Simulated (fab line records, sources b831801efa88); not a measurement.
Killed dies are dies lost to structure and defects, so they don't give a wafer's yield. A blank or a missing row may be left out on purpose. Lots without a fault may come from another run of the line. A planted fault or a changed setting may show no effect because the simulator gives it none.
Chamber matching | flow sfq_line | SFQ_TRILAYER_L0_VIA_ETCH_VIA_ETCH_016 on rie_diel-03: 4 sister chambers
The step etches SiO2 in CHF3, stops on MoNx KI, target depth 80 nm. 8 wafers are shown with their chamber, then 7 later ones without.

WAFERS WITH THEIR CHAMBER
wafer  | chamber | drypump_motor_current_A (A) | oes_product_au (a.u.)
L586.2 | 1       | 6.6                         | 0.848
L586.5 | 1       | 6.5                         | 0.855
L592.3 | 3       | 4.8                         | 0.847
L597.1 | 0       | 5.7                         | 0.841
L597.3 | 2       | 5.7                         | 0.829
L597.5 | 0       | 5.7                         | 0.848
L599.1 | 2       | 5.7                         | 0.841
L599.2 | 3       | 4.8                         | 0.842

WAFERS WITHOUT THEIR CHAMBER
wafer  | drypump_motor_current_A (A) | oes_product_au (a.u.)
L599.3 | 5.7                         | 0.847
L601.2 | 5.7                         | 0.830
L601.5 | 4.8                         | 0.838
L601.6 | 5.8                         | 0.842
L606.1 | 5.8                         | 0.843
L606.2 | 4.8                         | 0.849
L606.3 | 5.7                         | 0.843

WHICH CHAMBER EACH WENT THROUGH
wafer  | from the rows above     | in truth
L599.3 | can't be placed: 0 or 2 | 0
L601.2 | can't be placed: 2 or 0 | 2
L601.5 | 3                       | 3
L601.6 | can't be placed: 0 or 2 | 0
L606.1 | can't be placed: 0 or 2 | 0
L606.2 | 3                       | 3
L606.3 | can't be placed: 0 or 2 | 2
Placed correctly: 2 of 7. Can't be placed from these rows: 5 (the true chamber is among the candidates in 5). Placed wrongly: 0.
How it was worked out, from the rows above alone: a wafer's distance from a chamber is the root of the sum, over the readings, of the square of ((its reading less the chamber's mean) divided by the reading's scatter). The wafer belongs to the nearest chamber; if the next one is less than 2 further off, it can't be placed. A chamber's mean is the mean of its shown wafers. The scatter: the root of (the sum of the squares of (reading less its chamber's mean) over the shown wafers, divided by (wafers less chambers)).
